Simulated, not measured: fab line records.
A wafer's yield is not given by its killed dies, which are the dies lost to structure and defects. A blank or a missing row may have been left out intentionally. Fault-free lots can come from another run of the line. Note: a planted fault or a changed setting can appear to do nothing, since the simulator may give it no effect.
Matching of chambers -- flow gf180mcu -- GF_V5_CMP_04 on cmp-01: 4 sister chambers
The step polishes SiO2. 8 wafers are shown with their chamber, then 8 later ones without.

== EACH WAFER AND ITS CHAMBER ==
wafer,chamber,motor_current_A (A)
L218.4,1,11.4
L227.3,3,11.6
L227.4,2,12.1
L227.6,0,9.8
L228.2,2,12.7
L228.3,0,9.9
L228.4,3,12.3
L229.2,1,11.6

== WAFERS WITH NO CHAMBER GIVEN ==
wafer,motor_current_A (A)
L229.3,9.5
L229.4,11.8
L232.1,11.4
L232.3,11.5
L232.5,11.4
L233.1,13.0
L233.2,9.7
L233.5,9.4

== WHICH CHAMBER EACH WENT THROUGH ==
wafer,from the rows above,in truth
L229.3,0,0
L229.4,can't be placed: 3 or 1 or 2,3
L232.1,can't be placed: 1 or 3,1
L232.3,can't be placed: 1 or 3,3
L232.5,can't be placed: 1 or 3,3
L233.1,can't be placed: 2 or 3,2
L233.2,0,0
L233.5,0,0
Correctly placed: 3 of 8. Not placeable from these rows: 5 (in 5, the candidates include the true chamber). 0 placed wrongly.
How it was worked out, from the rows above alone: a wafer's distance from a chamber is the root of the sum, over the readings, of the square of ((its reading less the chamber's mean) divided by the reading's scatter). The wafer belongs to the nearest chamber; if the next one is less than 2 further off, it can't be placed. The mean given for a chamber averages the wafers shown for that chamber. The scatter: take each reading less its chamber's mean, square it, sum over the shown wafers, divide by the number of wafers less the number of chambers, and take the root.
